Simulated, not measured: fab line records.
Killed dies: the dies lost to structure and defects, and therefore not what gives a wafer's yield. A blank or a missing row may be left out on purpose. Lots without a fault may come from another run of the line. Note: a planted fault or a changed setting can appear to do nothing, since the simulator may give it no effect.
Check of tool commonality :: flow gf180mcu :: 12 lots, 36 wafers sampled

== THE REASON FOR OPENING IT ==
Of 12 lots, 3 have the reading V4_CVD_00_THK flagged at GF_V4_THK_MEAS_01. No-fault wafers: 599 nm, standard deviation 5.9.
Rule: a lot gets a flag if all its wafers with a number sit over 4 standard deviations from that mean, or if no wafer of it has a number. All remaining lots are regarded as sound.

lot: L989
measured: day 23 15:57
on: film metro-04
V4_CVD_00_THK (nm), wafer by wafer: 597 597 596
flag: 

lot: L990
measured: day 23 16:09
on: film metro-02
V4_CVD_00_THK (nm), wafer by wafer: 593 599 599
flag: 

lot: L993
measured: day 24 22:56
on: film metro-03
V4_CVD_00_THK (nm), wafer by wafer: 1195 1190 1197
flag: FLAGGED

lot: L994
measured: day 25 07:52
on: film metro-03
V4_CVD_00_THK (nm), wafer by wafer: 598 599 608
flag: 

lot: L995
measured: day 25 21:41
on: film metro-03
V4_CVD_00_THK (nm), wafer by wafer: 1208 1211 1213
flag: FLAGGED

lot: L100
measured: day 27 04:32
on: film metro-04
V4_CVD_00_THK (nm), wafer by wafer: 1204 1208 1208
flag: FLAGGED

lot: L103
measured: day 28 03:57
on: film metro-02
V4_CVD_00_THK (nm), wafer by wafer: 601 604 600
flag: 

lot: L104
measured: day 28 11:43
on: film metro-04
V4_CVD_00_THK (nm), wafer by wafer: 597 601 595
flag: 

lot: L105
measured: day 28 17:20
on: film metro-03
V4_CVD_00_THK (nm), wafer by wafer: 597 611 594
flag: 

lot: L107
measured: day 29 03:23
on: film metro-04
V4_CVD_00_THK (nm), wafer by wafer: 595 593 599
flag: 

lot: L109
measured: day 29 21:40
on: film metro-04
V4_CVD_00_THK (nm), wafer by wafer: 596 595 602
flag: 

lot: L112
measured: day 30 21:04
on: film metro-03
V4_CVD_00_THK (nm), wafer by wafer: 602 598 608
flag: 
On average the flagged lots read 1204 nm, which is +605 nm against the usual, or +99 or more standard deviations.

== WHICH TOOL RAN EACH LOT ==
The record keeps 1 process step preceding the reading, out of 602 steps on the route. Each cell gives the tool, then ch followed by the chambers the sampled wafers passed through, then the start.
lot: L989
flag: 
GF_V4_CVD_00: hdpcvd-02 ch 0,1,2, day 23 15:53

lot: L990
flag: 
GF_V4_CVD_00: hdpcvd-02 ch 0,1,2, day 23 16:05

lot: L993
flag: FLAGGED
GF_V4_CVD_00: hdpcvd-01 ch 0,1, day 24 22:38

lot: L994
flag: 
GF_V4_CVD_00: hdpcvd-02 ch 0,2, day 25 07:46

lot: L995
flag: FLAGGED
GF_V4_CVD_00: hdpcvd-02 ch 0,1,2, day 25 21:21

lot: L100
flag: FLAGGED
GF_V4_CVD_00: hdpcvd-02 ch 0,1,2, day 27 04:13

lot: L103
flag: 
GF_V4_CVD_00: hdpcvd-01 ch 1,2, day 28 03:53

lot: L104
flag: 
GF_V4_CVD_00: hdpcvd-01 ch 0,1,2, day 28 11:38

lot: L105
flag: 
GF_V4_CVD_00: hdpcvd-01 ch 0,1,2, day 28 17:10

lot: L107
flag: 
GF_V4_CVD_00: hdpcvd-02 ch 0,1,2, day 29 03:19

lot: L109
flag: 
GF_V4_CVD_00: hdpcvd-02 ch 0,1, day 29 21:35

lot: L112
flag: 
GF_V4_CVD_00: hdpcvd-01 ch 0,2, day 30 21:00
These steps, and what they do:
- GF_V4_CVD_00: deposits SiO2, target thk 600 nm, time 100 s.
- GF_V4_THK_MEAS_01

== FLAGGED AGAINST TOTAL, ONE TOOL AT A TIME (gauges that did the reading follow at the end) ==
step: GF_V4_CVD_00
tool: hdpcvd-01
lots run: 5
flagged: 1
share of the flagged lots: some
sound lots run after its first flagged lot: 4 (L103,L104,L105,L112)

step: GF_V4_CVD_00
tool: hdpcvd-02
lots run: 7
flagged: 2
share of the flagged lots: some
sound lots run after its first flagged lot: 2 (L107,L109)

step: GF_V4_THK_MEAS_01
tool: film metro-02
lots run: 2
flagged: 0
share of the flagged lots: none
sound lots run after its first flagged lot: -

step: GF_V4_THK_MEAS_01
tool: film metro-03
lots run: 5
flagged: 2
share of the flagged lots: some
sound lots run after its first flagged lot: 3 (L994,L105,L112)

step: GF_V4_THK_MEAS_01
tool: film metro-04
lots run: 5
flagged: 1
share of the flagged lots: some
sound lots run after its first flagged lot: 3 (L104,L107,L109)

== WHAT THE TABLE PERMITS ==
No row of the table ran every flagged lot.

== WHAT HAD BEEN PUT IN BY THE SIMULATOR ==
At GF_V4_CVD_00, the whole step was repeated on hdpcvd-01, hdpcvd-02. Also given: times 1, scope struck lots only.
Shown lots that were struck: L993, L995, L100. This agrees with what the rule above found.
